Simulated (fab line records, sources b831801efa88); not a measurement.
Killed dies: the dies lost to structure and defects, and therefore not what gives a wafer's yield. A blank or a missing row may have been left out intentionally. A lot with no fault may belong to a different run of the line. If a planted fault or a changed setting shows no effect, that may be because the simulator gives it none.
fab line records    flow sky130
record: lots: 14  wafers: 41  last-day: 50
route steps=708 shown POLY_GATE@205 POLY_CUT@311 RES_XHIGH@341 SD_N@350 PAD_OPEN@708
lots untouched by any fault: they come from a run of this same line in which no faults occurred
start-h: hours from the record's first day to the start of the lot's first wafer shown    wait-h: hours from the lot's prior step to this one    " unchanged from the row above    L1.1+2: one row covering several wafers at once    - either no value or no given start    * or withheld: withheld    < > ~ a bound
route shown NAME@n: NAME is a module with steps in the file, n the number in the route of the first one    usual: mean/standard deviation taken from wafers without a fault    same: alike in all rows    chamber/n: place in a boat    sites: the reading at each site    _std_site: standard deviation across them    _edge_site: mean of outer sites minus mean of inner sites    radius-mm: how far each site lies from the wafer's centre    mask NAME#n: copy n    behind: the most recent tool/chamber to have shaped the wafer    hold: why the lot went on hold/how many hours it stayed there/how the hold came to an end    device: the n, p or np transistor that did not switch    end of line: the tests these same wafers got at the end of their route    a step with no rows: only its recipe    killed: count of dies lost to structure and defects at first sort (not the wafer's yield)    map: per-die view of a wafer (x killed, . not killed, _ where there is no die)
set.NAME: setting as actually run; set.NAME@STEP: the setting as run at that earlier step    model.NAME: the simulator's own value behind a step, which no gauge read
route steps across a sampled set of lots; one table per step, one row per wafer
services: the hour from which a tool's chamber was out of use, counted from the record's first day as start-h (under 0 if before that day), plus the number of hours and why
== steps ==
step: SKY_POLY_GATE_THK_MEAS_01
recipe: reads: poly-Si_of_POLY_GATE_CVD_00
usual: POLY_GATE_CVD_00_THK: 179.4/1.6
lot.wafer  tool           chamber  start-h  wait-h  POLY_GATE_CVD_00_THK[nm]
L310.2     film-metro-03  -        314.68   0.0     177.3
L310.3     "              -        "        "       177.7
L310.5     "              -        "        "       178.0
L311.4     film-metro-02  -        314.70   0.0     178.1
L311.5     "              -        "        "       179.2
L311.6     "              -        "        "       178.3
L312.3     film-metro-03  -        326.16   0.0     181.1
L312.4     "              -        "        "       180.9
L312.6     "              -        "        "       179.5
L313.1     film-metro-03  -        331.49   0.0     180.7
L313.3     "              -        "        "       180.3
L313.6     "              -        "        "       179.8
L314.1     film-metro-03  -        352.11   0.0     178.2
L314.2     "              -        "        "       178.9
L314.5     "              -        "        "       179.7
L316.1     film-metro-04  -        363.39   0.0     181.0
L316.3     "              -        "        "       181.7
L316.4     "              -        "        "       181.6
L317.1     film-metro-03  -        373.39   0.0     179.7
L317.2     "              -        "        "       179.6
L317.3     "              -        "        "       178.2
L321.4     film-metro-03  -        404.39   0.0     176.4
L321.5     "              -        "        "       176.8
L324.2     film-metro-02  -        429.98   0.0     178.8
L324.4     "              -        "        "       179.0
L324.5     "              -        "        "       177.0
L325.2     film-metro-04  -        433.78   0.0     177.4
L325.3     "              -        "        "       177.1
L325.6     "              -        "        "       177.7
L328.3     film-metro-04  -        468.61   0.0     181.4
L328.4     "              -        "        "       182.7
L328.6     "              -        "        "       182.6
L331.3     film-metro-04  -        490.53   0.0     180.2
L331.4     "              -        "        "       180.4
L331.5     "              -        "        "       180.0
L332.2     film-metro-04  -        494.47   0.0     178.8
L332.4     "              -        "        "       178.3
L332.6     "              -        "        "       178.0
L333.1     film-metro-02  -        500.67   0.0     181.0
L333.3     "              -        "        "       181.3
L333.6     "              -        "        "       180.5
step: SKY_POLY_CUT_SOFTBAKE_04
recipe: temp-c: 100  time-s: 90  resist: KrF-thick
usual: exhaust-pa: 45.1/0.99  heater-power-total-W: 57.36/0.12  resist-line-temp-C: 23.01/0.11  run-length-s: 119.28/0.14
lot.wafer  tool            chamber  start-h  wait-h  exhaust-pa  heater-power-total-W  resist-line-temp-C  run-length-s
L310.2     litho-track-01  0        544      -       44.0        57.24                 23.00               119.18
L310.3     "               0        "        "       43.3        57.39                 23.06               119.06
L310.5     "               0        "        "       44.0        57.24                 22.90               119.25
L311.4     litho-track-03  0        549      -       46.6        57.21                 22.95               119.30
L311.5     "               0        "        "       46.0        57.39                 23.08               119.18
L311.6     "               0        "        "       45.9        57.32                 23.07               119.49
L312.3     litho-track-03  0        557      -       45.9        57.28                 23.00               119.23
L312.4     "               0        "        "       46.4        57.34                 23.06               119.25
L312.6     "               0        "        "       46.1        57.27                 22.74               119.58
L313.1     litho-track-01  0        562      -       45.8        57.45                 23.12               119.07
L313.3     "               0        "        "       45.6        57.24                 23.12               119.11
L313.6     "               0        "        "       44.9        57.18                 23.07               119.21
L314.1     litho-track-02  0        585      -       44.2        57.24                 23.04               119.39
L314.2     "               0        "        "       44.9        57.17                 23.08               119.37
L314.5     "               0        "        "       45.8        57.35                 22.97               119.34
L316.1     litho-track-03  0        597      -       45.5        57.39                 23.08               119.23
L316.3     "               0        "        "       43.9        57.24                 22.91               119.37
L316.4     "               0        "        "       44.2        57.52                 23.06               119.43
L317.1     litho-track-03  0        609      -       45.7        57.54                 23.09               119.40
L317.2     "               0        "        "       45.0        57.18                 23.10               119.51
L317.3     "               0        "        "       44.6        57.36                 23.01               119.40
L321.4     litho-track-03  0        637      -       45.0        59.07                 23.08               111.33
L321.5     "               0        "        "       42.8        58.97                 23.07               111.39
L324.2     litho-track-03  0        660      -       47.1        57.31                 22.94               119.17
L324.4     "               0        "        "       47.1        59.27                 23.15               111.13
L324.5     "               0        "        "       48.1        59.12                 23.02               111.32
L325.2     litho-track-02  0        664      -       46.7        57.31                 23.09               119.36
L325.3     "               0        "        "       45.3        57.33                 23.07               119.37
L325.6     "               0        "        "       45.3        57.48                 23.11               119.40
L328.3     litho-track-01  0        697      -       45.7        57.45                 22.93               119.44
L328.4     "               0        "        "       46.0        57.28                 22.96               118.99
L328.6     "               0        "        "       46.0        57.33                 22.96               119.23
L331.3     litho-track-01  0        718      -       46.0        57.21                 22.94               119.12
L331.4     "               0        "        "       44.9        57.58                 22.88               119.00
L331.5     "               0        "        "       45.9        57.33                 22.97               119.13
L332.2     litho-track-02  0        720      -       45.6        57.18                 23.14               119.27
L332.4     "               0        "        "       44.8        57.14                 23.15               119.50
L332.6     "               0        "        "       45.2        57.29                 23.08               119.42
L333.1     litho-track-03  0        728      -       45.5        57.29                 23.00               119.23
L333.3     "               0        "        "       43.9        57.60                 22.99               119.33
L333.6     "               0        "        "       42.7        57.18                 23.00               119.22
step: SKY_RES_XHIGH_TW_MEAS_09
usual: RES_XHIGH_TW: 1635/11
lot.wafer  tool           chamber  start-h  wait-h  RES_XHIGH_TW
L310.2     film-metro-04  -        617.62   0.1     1624
L310.3     "              -        "        "       1621
L310.5     "              -        "        "       1634
L311.4     film-metro-03  -        624.44   0.1     1659
L311.5     "              -        "        "       1664
L311.6     "              -        "        "       1651
L312.3     film-metro-03  -        631.75   0.1     1654
L312.4     "              -        "        "       1660
L312.6     "              -        "        "       1651
L313.1     film-metro-03  -        635.56   0.1     1653
L313.3     "              -        "        "       1658
L313.6     "              -        "        "       1650
L314.1     film-metro-04  -        658.96   0.1     1620
L314.2     "              -        "        "       1617
L314.5     "              -        "        "       1623
L316.1     film-metro-02  -        670.18   0.1     1648
L316.3     "              -        "        "       1640
L316.4     "              -        "        "       1644
L317.1     film-metro-03  -        682.71   0.1     1632
L317.2     "              -        "        "       1640
L317.3     "              -        "        "       1645
L321.4     film-metro-03  -        708.90   0.1     1640
L321.5     "              -        "        "       1634
L324.2     film-metro-03  -        731.87   0.1     1644
L324.4     "              -        "        "       1636
L324.5     "              -        "        "       1643
L325.2     film-metro-04  -        735.59   0.1     1619
L325.3     "              -        "        "       1618
L325.6     "              -        "        "       1623
L328.3     film-metro-03  -        764.99   0.1     1643
L328.4     "              -        "        "       1633
L328.6     "              -        "        "       1637
L331.3     film-metro-04  -        786.40   0.1     1626
L331.4     "              -        "        "       1635
L331.5     "              -        "        "       1623
L332.2     film-metro-04  -        788.92   0.1     1637
L332.4     "              -        "        "       1629
L332.6     "              -        "        "       1632
L333.1     film-metro-03  -        795.27   0.1     1638
L333.3     "              -        "        "       1643
L333.6     "              -        "        "       1638
step: SKY_SD_N_OVL_MEAS_08
usual: SD_N_OVL: 0.5/1.3
lot.wafer  tool        chamber  start-h  wait-h  SD_N_OVL[nm]
L310.2     overlay-02  -        647.39   0.1     -1.0
L310.3     "           -        "        "       0.6
L310.5     "           -        "        "       2.0
L311.4     overlay-02  -        653.55   0.1     -1.0
L311.5     "           -        "        "       0.9
L311.6     "           -        "        "       0.5
L312.3     overlay-01  -        660.40   0.1     -0.2
L312.4     "           -        "        "       0.1
L312.6     "           -        "        "       0.4
L313.1     overlay-02  -        663.89   0.1     1.0
L313.3     "           -        "        "       -0.1
L313.6     "           -        "        "       0.5
L314.1     overlay-01  -        687.58   0.1     -0.3
L314.2     "           -        "        "       -0.4
L314.5     "           -        "        "       -1.5
L316.1     overlay-01  -        699.13   0.1     0.0
L316.3     "           -        "        "       0.3
L316.4     "           -        "        "       0.9
L317.1     overlay-02  -        710.84   0.1     1.8
L317.2     "           -        "        "       2.1
L317.3     "           -        "        "       0.1
L321.4     overlay-01  -        736.55   0.1     1.0
L321.5     "           -        "        "       -0.1
L324.2     overlay-01  -        758.94   0.1     -1.2
L324.4     "           -        "        "       -2.7
L324.5     "           -        "        "       -1.0
L325.2     overlay-01  -        762.79   0.1     -0.5
L325.3     "           -        "        "       -0.5
L325.6     "           -        "        "       0.1
L328.3     overlay-02  -        791.60   0.1     0.5
L328.4     "           -        "        "       -0.1
L328.6     "           -        "        "       0.1
L331.3     overlay-02  -        812.20   0.1     0.1
L331.4     "           -        "        "       0.8
L331.5     "           -        "        "       0.4
L332.2     overlay-01  -        814.99   0.1     0.6
L332.4     "           -        "        "       -1.0
L332.6     "           -        "        "       0.9
L333.1     overlay-01  -        820.79   0.1     -0.1
L333.3     "           -        "        "       0.5
L333.6     "           -        "        "       -0.7
step: SKY_PAD_OPEN_PROBE_99
usual: killed_at_M0_to_M3: 42/6.1  killed_at_M4_up: 3.4/2  killed-at-contacts: 23/4.8  killed-at-front-end: 15/3.8  killed-at-other: 0.3/0.48  killed-dies: 84/8.5  killed-open: 46/6.8  killed-short: 38/6.2
same: gross-dies: 492  killed-at-back-side: 0
lot.wafer  tool       chamber  start-h  wait-h  killed_at_M0_to_M3  killed_at_M4_up  killed-at-contacts  killed-at-front-end  killed-at-other  killed-dies  killed-open  killed-short
L321.4     prober-02  -        1145.03  0.2     48                  3                18                  17                   1                87           38           47
killed by level:class
L321.4 METAL2:geometric-particle:short=12 VIA1:geometric-particle:open=9 VIA2:geometric-particle:open=8 POLY_GATE:geometric-particle:open=6 LI_CONTACT:geometric-particle:open=6 METAL1:geometric-particle:short=6 LOCAL_INTERCONNECT:geometric-particle:short=5 CONTACT:geometric-particle:short=5
== services ==
tool            chamber  start-h  hours  kind
litho-track-02  -        538.91   -      consumable-replace:filter
== key ==
first-sign: step: SKY_POLY_CUT_SOFTBAKE_04  reading: run-length-s  direction: down  sigmas: 55  usual: *  struck: *
effect: step: SKY_POLY_CUT_SOFTBAKE_04  reading: heater-power-total-W  direction: up  sigmas: 15  usual: *  struck: *
met-at SKY_POLY_CUT_SOFTBAKE_04
struck-lots L321,L324
struck-wafers L321.4,L321.5,L324.4,L324.5
tester-left-out L321,L324
not-acting-at SKY_POLY_GATE_THK_MEAS_01,SKY_RES_XHIGH_TW_MEAS_09,SKY_SD_N_OVL_MEAS_08
onset-between 609 637
fault: kind: process-parameter-drift  tool: litho-track-03  chamber: -  onset-h: 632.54  steps: SKY_POLY_CUT_SOFTBAKE_04  channel: time-s  offset: *  shape: step  end-h: 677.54  scope: struck-wafers-only  acts-in: *  stated: *
tester-left-out: of these lots the tester's yield and bins aren't shown, on N5 and GAA mostly nor the transistor test; their killed dies are dies lost to structure and defects alone, not to doping, threshold or leakage, so they don't give the yield
